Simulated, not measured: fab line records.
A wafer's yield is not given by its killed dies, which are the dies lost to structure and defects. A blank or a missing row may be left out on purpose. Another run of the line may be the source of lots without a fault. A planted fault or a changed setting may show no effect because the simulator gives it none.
Struck lot and sound lot, side by side || flow sky130 || 19 out of 708 route steps
Sound: these wafers, L364.1, L364.2, L364.6. Wafers struck: L375.1, L375.2, L375.3. At the end, the cause is stated.
Order at every step that has rows: each side's tool, ch and its chambers, its first start. Under that, the readings that differ: sound wafers || struck wafers || difference of the means || sigmas: that difference in standard deviations of wafers without a fault.
alike: a reading whose means differ by less than 2 such deviations, as well as words and numbers matching on both sides. not compared: withheld readings; readings where some wafer has no value; bounds like >300 that might hide an equal value; numbers whose values overlap and for which the record gives no deviation.
A row with sigmas, a row that says differs or no value, or rows on one side alone: a step with any of these is where the two part. Numbers that have no deviation but don't overlap get no sigmas and don't part them. Lack of a reading on every wafer of one side parts them only where that side has two or more wafers.

first, 1 step without rows for these wafers: SKY_RES_XHIGH_IMPLANT_07.
SKY_RES_XHIGH_STRIP_08: strips in O2/N2.
  sound on plasma-asher-01 ch 0,1, day 26 20:26; struck on plasma-asher-01 ch 0,1, day 31 10:09
  alike: drypump-motor-current-A, o2-flow-sccm, oes-product-au, strip-time-to-endpoint-s
  not compared: rf-hours-counter-h
SKY_RES_XHIGH_TW_MEAS_09:
  struck on film-metro-04, day 31 10:15; sound on film-metro-04, day 26 20:32
  alike: RES_XHIGH_TW
then, 7 steps without rows for these wafers: SKY_SD_N_DEHYDRATE_00 (time 60 s); SKY_SD_N_HMDS_01 (prime time 60 s); SKY_SD_N_COAT_02 (resist thk 1140 nm); SKY_SD_N_SOFTBAKE_03 (time 60 s); SKY_SD_N_EXPOSE_04 (exposes mask NSDM, target cd 380 nm); SKY_SD_N_PEB_05; SKY_SD_N_DEVELOP_06 (develop time 60 s).
SKY_SD_N_CD_MEAS_07 targets a cd of 380 nm.
  struck on cd-sem-01, day 32 13:49; sound on cd-sem-01, day 27 23:02
  alike: cd-nm
SKY_SD_N_OVL_MEAS_08:
  struck on overlay-02, day 32 13:56; sound on overlay-02, day 27 23:10
  alike: SD_N_OVL
SKY_SD_N_IMPLANT_09:
  sound on implanter-03 ch 0, day 27 23:11; struck on implanter-03 ch 0, day 32 13:58
{"reading": "beam-energy-keV", "sound": "50.016 50.010 50.007", "struck": "37.548 37.571 37.544", "difference": -12.457, "sigmas": "-99 or more"}
{"reading": "model.implant.rp-nm (nm)", "sound": "33.17 33.17 33.17", "struck": "26.55 26.55 26.55", "difference": -6.62, "sigmas": ""}
{"reading": "model.implant.drp-nm (nm)", "sound": "14.11 14.11 14.11", "struck": "11.4 11.4 11.4", "difference": -2.7, "sigmas": ""}
next, for these wafers, 1 step has no rows: SKY_SD_N_IMPLANT_10.
SKY_SD_N_STRIP_11: strips in O2/N2.
  sound on plasma-asher-04 ch 0,1, day 27 23:29; struck on plasma-asher-02 ch 0,1, day 32 14:16
{"reading": "oes-product-au (a.u.)", "sound": "0.535 0.526 0.537", "struck": "0.550 0.546 0.559", "difference": "+0.019", "sigmas": "+4"}
{"reading": "strip-time-to-endpoint-s (s)", "sound": "22.54 22.57 22.53", "struck": "20.70 20.72 20.71", "difference": -1.84, "sigmas": -51}
  alike: drypump-motor-current-A, o2-flow-sccm
  not compared: rf-hours-counter-h
SKY_SD_N_TW_MEAS_12:
  struck on film-metro-02, day 32 14:35; sound on film-metro-04, day 27 23:35
{"reading": "SD_N_TW", "sound": "4048 4040 4038", "struck": "3663 3662 3667", "difference": -378, "sigmas": -8}
  not compared: hold
SKY_SD_N_RTA_14: time 2 s.
  sound on rtp-anneal-02 ch 0, day 27 23:42; struck on rtp-anneal-01 ch 0, day 32 16:05
  alike: lamp-power-pct, wafer_temp_C_max
SKY_SD_N_RS_MEAS_16: a four-point-probe measurement.
  struck on film-metro-04, day 32 16:38; sound on film-metro-04, day 27 23:56
{"reading": "SD_N_RS (ohm/sq)", "sound": "68.50 68.34 68.59", "struck": "78.30 78.56 78.48", "difference": "+9.97", "sigmas": "+77"}
  not compared: hold
SKY_PAD_OPEN_PROBE_99:
  the record holds rows for the sound wafers here (prober-01, day 45 21:10) but none for the struck ones

## WHERE THEY PART
Last at SKY_PAD_OPEN_PROBE_99 as far as this record goes, first at SKY_SD_N_IMPLANT_09.

WHY: the cause the simulator had injected
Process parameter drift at SKY_SD_N_IMPLANT_09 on implanter-03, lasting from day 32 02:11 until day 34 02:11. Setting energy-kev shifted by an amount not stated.
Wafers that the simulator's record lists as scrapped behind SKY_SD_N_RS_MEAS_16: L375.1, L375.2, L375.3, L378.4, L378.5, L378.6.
